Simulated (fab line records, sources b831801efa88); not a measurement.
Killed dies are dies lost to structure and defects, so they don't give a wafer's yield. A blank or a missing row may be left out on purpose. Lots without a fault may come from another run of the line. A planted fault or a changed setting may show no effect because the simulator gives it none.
A struck lot beside a sound one | flow sky130 | 15 steps out of a route of 708
Sound: wafers L647.1, L647.2, L647.4. Struck: wafer L663.2. (L663.3 of the same lot was not struck and is left out.) The cause comes at the end.
At each step with rows: each side's tool, then ch and its chambers, then its first start. Under that, the readings that differ: sound wafers | struck wafers | difference of the means | sigmas: that difference in standard deviations of wafers without a fault.
alike: readings whose means differ by less than 2 such deviations, and words and numbers that are the same on both sides. not compared: withheld readings, readings that some wafer has no value for, bounds like >300 that may hide the same value, and numbers for which the record gives no deviation and whose values overlap.
The two part at a step that has a row with sigmas, a row that says differs or no value, or rows on one side only. Numbers that don't overlap but have no deviation are shown without sigmas and don't part them. A reading that every wafer of one side lacks parts them only if that side has two wafers or more.

first, 7 steps without rows for these wafers: SKY_METAL4_HMDS_06 (prime time 60 s); SKY_METAL4_COAT_07 (resist thk 60 nm); SKY_METAL4_COAT_08 (resist thk 1140 nm); SKY_METAL4_SOFTBAKE_09 (time 90 s); SKY_METAL4_EXPOSE_10 (exposes mask MM4, target cd 300 nm); SKY_METAL4_PEB_11; SKY_METAL4_DEVELOP_12 (develop time 60 s).
SKY_METAL4_CD_MEAS_13: target cd 300 nm.
  sound on cd_sem-02, day 42 01:20; struck on cd_sem-01, day 46 08:02
  alike: cd_nm
SKY_METAL4_OVL_MEAS_14:
  sound on overlay-01, day 42 01:28; struck on overlay-01, day 46 08:09
  alike: METAL4_OVL
SKY_METAL4_DESCUM_15: chemistry O2, time 8 s.
  sound on rie_metal-02 ch 0,1, day 42 01:29; struck on rie_metal-03 ch 1, day 46 08:11
  reading                     | sound             | struck | difference | sigmas
  drypump_motor_current_A (A) | 5.1 5.6 5.1       | 6.3    | +1.0       | +3
  oes_product_au (a.u.)       | 1.009 1.000 0.994 | 1.020  | +0.019     | +2
  alike: rf_fwd_power_W, temp_c
  not compared: rf_hours_counter_h
SKY_METAL4_ETCH_16: etches BARC in N2/H2, stops on SiO2, time 88.2 s, target depth 60 nm.
  sound on rie_metal-02 ch 0,1, day 42 01:31; struck on rie_metal-03 ch 1, day 46 08:13
  reading                     | sound       | struck | difference | sigmas
  drypump_motor_current_A (A) | 5.1 5.6 5.2 | 6.3    | +1.0       | +3
  alike: h2_flow_sccm, n2_flow_sccm, oes_product_au, rf_fwd_power_W, throttle_valve_pct
  not compared: rf_hours_counter_h
SKY_METAL4_ETCH_17: etches SiO2 in C4F8/O2/Ar, stops on TiN, time 3.9 s, target depth 15 nm.
  sound on rie_diel-02 ch 0,3, day 42 01:37; struck on rie_diel-03 ch 2, day 46 08:19
  alike: oes_product_au, rf_fwd_power_W
  not compared: rf_hours_counter_h
SKY_METAL4_METAL_ETCH_18: etches the open film in Cl2/BCl3, stops on SiO2, target depth 845 nm, time 183.1 s.
  sound on rie_metal-03 ch 0,1, day 42 01:39; struck on rie_metal-04 ch 1, day 46 08:20
  reading                                       | sound             | struck | difference | sigmas
  oes_product_au (a.u.)                         | 0.858 0.875 0.867 | 0.717  | -0.150     | -24
  model.etch.depth_nm (nm)                      | 860.4 873.1 864.7 | 616    | -250       |
  model.METAL4.feature_depth_nm (nm)            | 860.4 873.1 864.7 | 616    | -250       |
  model.KrF-thick_of_METAL4_COAT_08.thk_nm (nm) | 519.2 536.3 528.4 | 768.3  | +240.3     |
  alike: drypump_motor_current_A, rf_fwd_power_W, throttle_valve_pct
  not compared: rf_hours_counter_h
SKY_METAL4_STRIP_19: strips in O2/N2.
  sound on plasma_asher-01 ch 0,1, day 42 01:50; struck on plasma_asher-01 ch 0, day 46 08:31
  reading                      | sound             | struck | difference | sigmas
  oes_product_au (a.u.)        | 0.502 0.502 0.503 | 0.604  | +0.102     | +18
  strip_time_to_endpoint_s (s) | 6.45 6.63 6.55    | 8.92   | +2.38      | +29
  alike: drypump_motor_current_A, n2_flow_sccm
  not compared: rf_hours_counter_h
then, 1 step without rows for these wafers: SKY_METAL4_STRIP_20 (strips in post etch residue remover, time 1200 s).

WHERE THEY PART
First at SKY_METAL4_DESCUM_15; last, within this record, at SKY_METAL4_STRIP_19.

WHY: what the simulator had put in
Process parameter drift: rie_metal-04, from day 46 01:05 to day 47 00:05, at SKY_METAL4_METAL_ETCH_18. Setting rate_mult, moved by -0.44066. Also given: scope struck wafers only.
